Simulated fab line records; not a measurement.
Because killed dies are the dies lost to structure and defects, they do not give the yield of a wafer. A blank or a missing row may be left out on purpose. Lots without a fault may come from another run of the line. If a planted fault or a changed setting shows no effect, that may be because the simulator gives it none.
What tool caused it? + flow gf180mcu + 14 lots with 42 wafers sampled at 3 steps, on a route of 602 steps

## WHAT THE GAUGES READ, wafer by wafer
GF_POLY_GATE_OVL_MEAS_11.
| lot  | measured     | on         | POLY_GATE_OVL (nm) |
|------|--------------|------------|--------------------|
| L392 | day 9 05:07  | overlay-01 | -9 -4 -11          |
| L393 | day 9 11:16  | overlay-02 | 11 10 2            |
| L394 | day 9 15:32  | overlay-02 | -7 -3 -3           |
| L395 | day 10 01:44 | overlay-02 | 14 6 10            |
| L396 | day 10 12:41 | overlay-02 | 5 7 6              |
| L397 | day 10 13:47 | overlay-01 | -7 -3 -3           |
| L398 | day 11 04:48 | overlay-02 | -6 -7 -4           |
| L400 | day 11 12:56 | overlay-01 | -9 -2 -8           |
| L401 | day 11 23:46 | overlay-02 | -5 4 -3            |
| L404 | day 12 21:20 | overlay-02 | -1 3 2             |
| L406 | day 13 10:25 | overlay-02 | -11 -2 -12         |
| L408 | day 14 03:37 | overlay-02 | 1 4 -1             |
| L409 | day 14 05:26 | overlay-02 | 4 6 -6             |
| L414 | day 15 17:20 | overlay-01 | -3 0 6             |

GF_HV_LDD_OVL_MEAS_08.
| lot  | measured     | on         | HV_LDD_OVL (nm) |
|------|--------------|------------|-----------------|
| L392 | day 10 01:14 | overlay-02 | 0.6 0.5 -0.3    |
| L393 | day 10 07:26 | overlay-01 | 1.4 -1.6 -1.3   |
| L394 | day 10 10:50 | overlay-02 | -0.8 -1.1 0.0   |
| L395 | day 10 21:23 | overlay-02 | -0.6 1.6 0.5    |
| L396 | day 11 10:02 | overlay-02 | -1.5 -0.1 0.1   |
| L397 | day 11 10:26 | overlay-02 | -0.7 -0.6 -1.3  |
| L398 | day 12 02:15 | overlay-01 | 0.4 1.7 0.8     |
| L400 | day 12 10:20 | overlay-01 | -2.6 0.4 0.1    |
| L401 | day 12 21:11 | overlay-02 | -1.2 -1.0 0.3   |
| L404 | day 13 19:40 | overlay-02 | 0.5 0.6 0.7     |
| L406 | day 14 08:59 | overlay-01 | 1.5 1.5 1.2     |
| L408 | day 15 06:48 | overlay-01 | -1.2 0.4 -0.4   |
| L409 | day 15 06:29 | overlay-02 | -0.3 0.1 1.2    |
| L414 | day 16 17:40 | overlay-02 | 0.0 -1.7 -0.6   |

GF_HV_LDD_OVL_MEAS_47.
| lot  | measured     | on         | HV_LDD_03_OVL (nm) |
|------|--------------|------------|--------------------|
| L392 | day 12 08:58 | overlay-02 | 0.5 1.0 0.7        |
| L393 | day 12 17:45 | overlay-01 | -0.2 0.7 0.4       |
| L394 | day 12 18:50 | overlay-02 | 1.7 0.6 1.8        |
| L395 | day 13 09:32 | overlay-01 | -1.3 -0.4 -0.9     |
| L396 | day 13 22:56 | overlay-02 | -3.3 -1.2 -2.6     |
| L397 | day 13 23:41 | overlay-01 | -1.1 -2.7 -0.8     |
| L398 | day 14 15:18 | overlay-02 | -0.5 -0.6 -1.4     |
| L400 | day 15 00:01 | overlay-02 | 2.1 0.5 0.4        |
| L401 | day 15 11:26 | overlay-02 | -0.1 -0.2 -0.9     |
| L404 | day 16 12:20 | overlay-01 | -2.1 -3.1 -3.7     |
| L406 | day 17 03:23 | overlay-01 | 0.6 0.0 0.1        |
| L408 | day 18 03:28 | overlay-01 | 0.6 -1.0 1.4       |
| L409 | day 18 02:56 | overlay-02 | -1.3 -0.5 -0.3     |
| L414 | day 19 17:46 | overlay-01 | -0.2 -0.8 -2.8     |

## EACH LOT AND THE TOOL THAT RAN IT (in order: tool; ch and the chambers of the sampled wafers; start)
Record: no process step prior to these readings.

## WHAT THE TOOLS THEMSELVES READ (means of the sampled wafers that have a number; where no wafer has one, the mark that the record gives instead)
The record holds no such reading with a usual standard deviation.

## THE ANSWER, worked out from the rows above alone
Rule: what is usual is taken from the lots themselves. Put in order of their means at a reading, lots are off if they are a third of the lots or fewer, leave a main group of 4 or more, and stand apart from it by a gap of 3 or more times the standard deviation of the main group's means; of several such gaps the widest counts. The tables above print the reading to a certain number of digits; a main group whose means all agree to those digits is not used. Also off: a lot with no number at a reading for which 4 or more lots have one. The other lots that the step has rows for count as sound. The gauges are gone through in route order, then the tools' own readings, and for those a lot's mean is taken as printed above. At the first step where some lot is off, the reading lying furthest off is the one used; lots without a number count as furthest.
No lot is off on any of the readings shown, so nothing can be concluded from this.

## WHAT THE SIMULATOR PUT IN
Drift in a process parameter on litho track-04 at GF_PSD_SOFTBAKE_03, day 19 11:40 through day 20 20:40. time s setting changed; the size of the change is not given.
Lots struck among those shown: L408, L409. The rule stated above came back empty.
